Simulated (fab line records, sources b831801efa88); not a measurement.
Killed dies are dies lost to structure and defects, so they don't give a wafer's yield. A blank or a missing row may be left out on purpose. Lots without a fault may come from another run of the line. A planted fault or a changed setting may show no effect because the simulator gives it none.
Problem report in the 8D (eight disciplines) form, filled by code | flow sky130 | the parts of the form that need people (team, actions taken, sign-off) are left out

1. THE PROBLEM
killed_at_front_end at SKY_PAD_OPEN_PROBE_99 reads a mean of 46 on 3 wafers of 2 lots; wafers without a fault read 15 with a standard deviation of 4. That is +7.7 standard deviations from the usual mean.
First seen on wafer L428.1, day 49 03:47, on prober-01. The record holds 12 wafers of 4 lots with a number at this step. Rule for "out", or "out of limits": more than 4 standard deviations from the usual mean. The other wafers with a number count as sound.

2. WHAT IT IS AND WHAT IT IS NOT
question                    | is                     | is not
which readings at this step | killed_at_front_end    | killed_at_M0_to_M3, killed_at_M4_up, killed_at_other, killed_open, killed_short
which lots                  | L428, L431             | L421, L422
which wafers of those lots  | L428.1, L431.4, L431.5 | L428.2, L428.3, L431.6
read on which tools         | prober-01, prober-02   | -
when                        | from day 49 03:47      | up to then (6 sound wafers); but 3 sound wafers of L428, L431 came after

3. SUSPECTS, AND WHAT RULES EACH OUT
Counting: a tool at a process step up to the reading stays a suspect if it ran every lot that is out. Sound lots after the first of them don't rule it out here, since some wafers of a struck lot are sound.
- plasma_asher-04 at SKY_VT_ADJUST_PCH_STRIP_09 (strips in O2/N2): kept. It ran every lot that is out, first L428 (day 14 11:09); its last sound lot up to then is L422 (day 12 14:04).
- Within plasma_asher-04 at SKY_VT_ADJUST_PCH_STRIP_09: the wafers that are out ran in chamber 0; their sound lot-mates ran in chamber 1.
Left after counting: plasma_asher-04 at SKY_VT_ADJUST_PCH_STRIP_09.

4. THE CAUSE (what the simulator had put in)
Chamber particle source: plasma_asher-04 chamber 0, from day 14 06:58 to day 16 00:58, at SKY_VT_ADJUST_PCH_STRIP_09. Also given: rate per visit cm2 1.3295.
Counting left only this tool.

5. THE CHAIN OF EFFECTS, in route order
Each row: a reading whose mean over the struck wafers that have a number lies more than 3 standard deviations from the usual. Only readings for which the record gives a usual standard deviation are gone through. hours: the time from each lot's start at the first step in this table that gives one to its start at this step, as a median over the lots. sigmas: the change in usual standard deviations.
hours | step                  | reading             | usual | on struck wafers | change | sigmas
0     | SKY_PAD_OPEN_PROBE_99 | killed_at_front_end | 15    | 46               | +31    | +7.7
0     | SKY_PAD_OPEN_PROBE_99 | killed_dies         | 86    | 123              | +37    | +4.0
The process steps in it:
- SKY_PAD_OPEN_PROBE_99

6. WHAT WOULD HAVE CAUGHT IT SOONER
In this record the first reading out of limits was taken at day 49 03:47, 837 hours after the fault began at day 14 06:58.
Of the tool readings at SKY_VT_ADJUST_PCH_STRIP_09 for which the record gives a usual standard deviation, none was out on any struck wafer, so an alarm limit of 4 standard deviations on them would not have fired.
All the lots that are out (2) had begun SKY_VT_ADJUST_PCH_STRIP_09 on plasma_asher-04 by day 49 03:47. A hold on the tool at that time would have spared none of them.
